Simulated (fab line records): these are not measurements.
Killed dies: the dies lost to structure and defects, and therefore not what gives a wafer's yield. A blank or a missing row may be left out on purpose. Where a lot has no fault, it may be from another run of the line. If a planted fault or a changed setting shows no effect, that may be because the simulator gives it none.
The tool behind it: which one? ; flow sky130 ; 6 lots with 18 wafers sampled at 2 steps, on a route of 708 steps

WHAT THE GAUGES SHOWED, per wafer
SKY_DNWELL_TW_MEAS_09.
lot;measured;on;DNWELL_TW
L450;day 3 14:43;film-metro-03;1116 1118 1118
L453;day 4 01:58;film-metro-04;1125 1127 1124
L459;day 5 11:04;film-metro-03;1120 1107 1118
L465;day 6 20:16;film-metro-01;1124 1117 1124
L467;day 7 09:14;film-metro-03;1107 1110 1111
L469;day 7 20:01;film-metro-01;1132 1125 1129

WHICH TOOL RAN EACH LOT (tool, then ch and the chambers of the sampled wafers, then the start)
lot;SKY_DNWELL_EXPOSE_04
L450;iline-stepper-01 ch 0, day 3 06:33
L453;iline-stepper-01 ch 0, day 3 17:25
L459;iline-stepper-02 ch 0, day 5 01:15
L465;iline-stepper-01 ch 0, day 6 11:11
L467;iline-stepper-02 ch 0, day 6 21:29
L469;iline-stepper-01 ch 0, day 7 10:20
- SKY_DNWELL_EXPOSE_04: exposes mask DNM, target cd 3000 nm.

THE ANSWER, worked out from the rows above alone
Rule: the lots themselves supply what counts as usual. The widest of any qualifying gaps counts: lots, ordered by their means at a reading, are off when they make up no more than a third of the lots, leave a main group of 4 or more, and stand apart from it by 3 or more times the standard deviation of that group's means. A main group is skipped when, at the precision printed for the reading in the tables above, its means are all equal. A lot without any number at a reading at which 4 lots or more have one is off too. Any other lot the step has rows for is counted as sound.
None of the lots is off at any reading shown; this tells nothing.

WHAT WAS PUT IN BY THE SIMULATOR
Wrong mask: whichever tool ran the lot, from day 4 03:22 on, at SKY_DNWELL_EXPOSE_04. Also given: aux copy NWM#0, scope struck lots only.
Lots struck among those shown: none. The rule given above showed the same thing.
